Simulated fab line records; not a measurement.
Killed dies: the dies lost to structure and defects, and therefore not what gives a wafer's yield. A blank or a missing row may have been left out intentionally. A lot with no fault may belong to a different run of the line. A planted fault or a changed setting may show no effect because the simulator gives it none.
Matching of chambers + flow sky130 + rieDiel-03 running SKY_CONTACT_ETCH_17: 4 sister chambers
The step etches SiO2 in C4F8/O2/Ar, stops on Si3N4, target depth 340 nm. 18 wafers are shown with their chamber, then 9 later ones without.

WAFERS, EACH WITH ITS CHAMBER
| wafer  | chamber | oesProductAu (a.u.) |
|--------|---------|---------------------|
| L076.2 | 1       | 0.893               |
| L076.3 | 3       | 0.897               |
| L076.5 | 2       | 0.900               |
| L078.2 | 3       | 0.887               |
| L078.3 | 0       | 0.885               |
| L078.4 | 2       | 0.895               |
| L080.1 | 2       | 0.893               |
| L080.2 | 1       | 0.889               |
| L080.3 | 0       | 0.889               |
| L081.2 | 2       | 0.896               |
| L081.3 | 3       | 0.888               |
| L081.4 | 1       | 0.886               |
| L085.2 | 3       | 0.888               |
| L085.4 | 2       | 0.890               |
| L085.5 | 1       | 0.888               |
| L087.1 | 3       | 0.883               |
| L087.2 | 0       | 0.894               |
| L087.5 | 3       | 0.888               |

SIGNATURES (means of the wafers above)
| reading      | chamber 0 | chamber 1 | chamber 2 | chamber 3 | scatter within a chamber |
|--------------|-----------|-----------|-----------|-----------|--------------------------|
| oesProductAu | 0.88933   | 0.88900   | 0.89480   | 0.88850   | 0.00403                  |
Rule: a wafer lies at a distance from a chamber equal to the root of the sum of squares, over the readings, of (its reading less the chamber's mean, divided by the reading's scatter). The wafer belongs to the nearest chamber; if the next one is less than 2 further off, it can't be placed. The scatter: take each reading less its chamber's mean, square it, sum over the shown wafers, divide by the number of wafers less the number of chambers, and take the root.

WAFERS MISSING THEIR CHAMBER
| wafer  | oesProductAu (a.u.) |
|--------|---------------------|
| L089.1 | 0.890               |
| L089.2 | 0.890               |
| L089.3 | 0.893               |
| L089.4 | 0.886               |
| L089.5 | 0.886               |
| L089.6 | 0.896               |
| L094.1 | 0.887               |
| L094.2 | 0.897               |
| L094.6 | 0.890               |

WHICH CHAMBER EACH WENT THROUGH
| wafer  | from the rows above               | in truth |
|--------|-----------------------------------|----------|
| L089.1 | can't be placed: 0 or 1 or 3 or 2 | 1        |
| L089.2 | can't be placed: 0 or 1 or 3 or 2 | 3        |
| L089.3 | can't be placed: 2 or 0 or 1 or 3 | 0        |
| L089.4 | can't be placed: 3 or 1 or 0 or 2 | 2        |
| L089.5 | can't be placed: 3 or 1 or 0 or 2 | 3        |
| L089.6 | can't be placed: 2 or 0 or 1 or 3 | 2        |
| L094.1 | can't be placed: 3 or 1 or 0 or 2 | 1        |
| L094.2 | can't be placed: 2 or 0 or 1 or 3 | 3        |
| L094.6 | can't be placed: 0 or 1 or 3 or 2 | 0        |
Placed correctly: 0 of 9. Cannot be placed on the basis of these rows: 9; the candidates contain the true chamber in 9. Wrongly placed: 0.
